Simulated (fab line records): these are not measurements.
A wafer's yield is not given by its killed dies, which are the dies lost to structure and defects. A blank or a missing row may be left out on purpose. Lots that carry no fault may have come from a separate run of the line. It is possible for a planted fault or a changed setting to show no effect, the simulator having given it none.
Comparing a struck lot with a sound one | flow gf180mcu | 15 out of 602 route steps
Sound: wafers L132.1, L132.3, L132.4. Struck: wafer L129.6 (L129.3, L129.5, from the same lot, were not struck and are left out); the cause is given at the end.
For every step that has rows: the tool of each side, followed by ch and its chambers, followed by its first start. Under that, the readings that differ: sound wafers | struck wafers | difference of the means | sigmas: that difference in standard deviations of wafers without a fault.
alike: readings whose means differ by less than 2 such deviations, and words and numbers that are the same on both sides. not compared: withheld readings, readings that some wafer has no value for, bounds like >300 that may hide the same value, and numbers for which the record gives no deviation and whose values overlap.
A row with sigmas, a row that says differs or no value, or rows on one side alone: a step with any of these is where the two part. Numbers that have no deviation but don't overlap get no sigmas and don't part them. A reading that every wafer of one side lacks parts them only if that side has two wafers or more.

first, 1 step without rows for these wafers: GF_STI_OXIDATION_01 (stabilise 600 s, purge 300 s, target thk 10 nm).
GF_STI_THK_MEAS_02:
  struck on film metro-01, day 3 09:01; sound on film metro-01, day 3 23:31
  alike: STI_OXIDATION_THK
then, 1 step without rows for these wafers: GF_STI_CVD_03 (deposits Si3N4 from DCS/NH3, target thk 207.16 nm, time 3551 s).
GF_STI_THK_MEAS_04:
  struck on film metro-03, day 3 12:08; sound on film metro-01, day 4 01:34
  reading             | sound             | struck | difference | sigmas
  STI_CVD_03_THK (nm) | 211.4 212.0 210.6 | 203.4  | -7.9       | -3
then, 7 steps without rows for these wafers: GF_STI_DEHYDRATE_05 (time 60 s); GF_STI_HMDS_06 (prime time 60 s); GF_STI_COAT_07 (resist thk 700 nm); GF_STI_SOFTBAKE_08 (time 60 s); GF_STI_EXPOSE_09 (exposes mask COMP, target cd 220 nm); GF_STI_PEB_10 (peb time 90 s); GF_STI_DEVELOP_11 (develop time 60 s).
GF_STI_CD_MEAS_12 targets a cd of 220 nm.
  struck on cd sem-02, day 4 00:40; sound on cd sem-02, day 4 15:22
  alike: cd nm
GF_STI_ETCH_13: etches the open film in CHF3/O2, stops on Si, target depth 282.31 nm, time 112.9 s.
  sound on rie diel-02 ch 0,2,3, day 4 15:29; struck on rie diel-01 ch 2, day 4 00:44
  reading                     | sound             | struck  | difference | sigmas
  drypump motor current A (A) | 5.8 6.0 5.9       | 5.3     | -0.6       | -2
  oes product au (a.u.)       | 0.840 0.832 0.842 | 0.814   | -0.024     | -3
  over etch frac              | 0.3 0.3 0.3       | 0.31933 | +0.01933   |
  throttle valve pct (%)      | 8.811 8.810 8.798 | 8.826   | +0.020     | +2
  alike: chamber pressure mTorr, chf3 flow sccm, rf fwd power W
  not compared: rf hours counter h
GF_STI_ETCH_14: etches Si in HBr/Cl2/O2, target depth 360 nm, time 102.9 s.
  sound on rie si-02 ch 0,1,2, day 4 15:34; struck on rie si-01 ch 3, day 4 00:49
  alike: HBr_flow_sccm, chamber pressure mTorr, drypump motor current A, oes product au, rf fwd power W, throttle valve pct
  not compared: rf hours counter h
next, for these wafers, 1 step has no rows: GF_PASSIVATION_PROBE_99.

WHERE THEY PART
Earliest at GF_STI_THK_MEAS_04; latest, in this record, at GF_STI_ETCH_13. Later steps at which nothing parts them and some readings are alike: GF_STI_ETCH_14.

WHY: what had been put in by the simulator
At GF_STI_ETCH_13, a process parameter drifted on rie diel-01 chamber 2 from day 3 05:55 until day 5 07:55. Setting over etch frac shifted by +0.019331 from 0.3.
